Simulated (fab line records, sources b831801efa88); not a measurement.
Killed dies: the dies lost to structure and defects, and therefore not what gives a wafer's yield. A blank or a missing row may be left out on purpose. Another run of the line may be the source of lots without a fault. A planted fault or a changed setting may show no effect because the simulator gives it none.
Matching of chambers :: flow gf180mcu :: GF_V3_CMP_04 on cmp-01: 4 sister chambers
The step polishes SiO2. 8 wafers are shown with their chamber, then 7 later ones without.

== EACH WAFER AND ITS CHAMBER ==
wafer: L695.1
chamber: 1
motor_current_A (A): 12.9
time_to_endpoint_s (s): 90

wafer: L699.1
chamber: 1
motor_current_A (A): 13.1
time_to_endpoint_s (s): 90

wafer: L699.5
chamber: 3
motor_current_A (A): 12.5
time_to_endpoint_s (s): 91

wafer: L700.1
chamber: 3
motor_current_A (A): 13.4
time_to_endpoint_s (s): 87

wafer: L700.3
chamber: 0
motor_current_A (A): 16.2
time_to_endpoint_s (s): 79

wafer: L700.6
chamber: 2
motor_current_A (A): 14.9
time_to_endpoint_s (s): 75

wafer: L703.3
chamber: 0
motor_current_A (A): 15.8
time_to_endpoint_s (s): 64

wafer: L703.5
chamber: 2
motor_current_A (A): 14.3
time_to_endpoint_s (s): 67

== WAFERS MISSING THEIR CHAMBER ==
wafer: L703.6
motor_current_A (A): 13.4
time_to_endpoint_s (s): 79

wafer: L706.1
motor_current_A (A): 14.4
time_to_endpoint_s (s): 60

wafer: L706.3
motor_current_A (A): 13.4
time_to_endpoint_s (s): 80

wafer: L706.6
motor_current_A (A): 16.2
time_to_endpoint_s (s): 71

wafer: L716.2
motor_current_A (A): 12.3
time_to_endpoint_s (s): 91

wafer: L716.5
motor_current_A (A): 16.2
time_to_endpoint_s (s): 78

wafer: L716.6
motor_current_A (A): 12.9
time_to_endpoint_s (s): 92

== CHAMBER TAKEN BY EACH ==
wafer: L703.6
from the rows above: can't be placed: 3 or 1 or 2
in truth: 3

wafer: L706.1
from the rows above: 2
in truth: 2

wafer: L706.3
from the rows above: can't be placed: 3 or 1 or 2
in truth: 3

wafer: L706.6
from the rows above: 0
in truth: 0

wafer: L716.2
from the rows above: can't be placed: 3 or 1
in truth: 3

wafer: L716.5
from the rows above: 0
in truth: 0

wafer: L716.6
from the rows above: can't be placed: 1 or 3
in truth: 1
3 of 7 placed correctly. From these rows, 4 cannot be placed; in 4 the true chamber is one of the candidates. 0 placed wrongly.
How it was worked out, from the rows above alone: a wafer's distance from a chamber is the root of the sum, over the readings, of the square of ((its reading less the chamber's mean) divided by the reading's scatter). The wafer belongs to the nearest chamber; if the next one is less than 2 further off, it can't be placed. The mean given for a chamber averages the wafers shown for that chamber. The scatter is the square root of a quotient: the sum, over the shown wafers, of each reading's squared deviation from its chamber's mean, divided by wafers minus chambers.
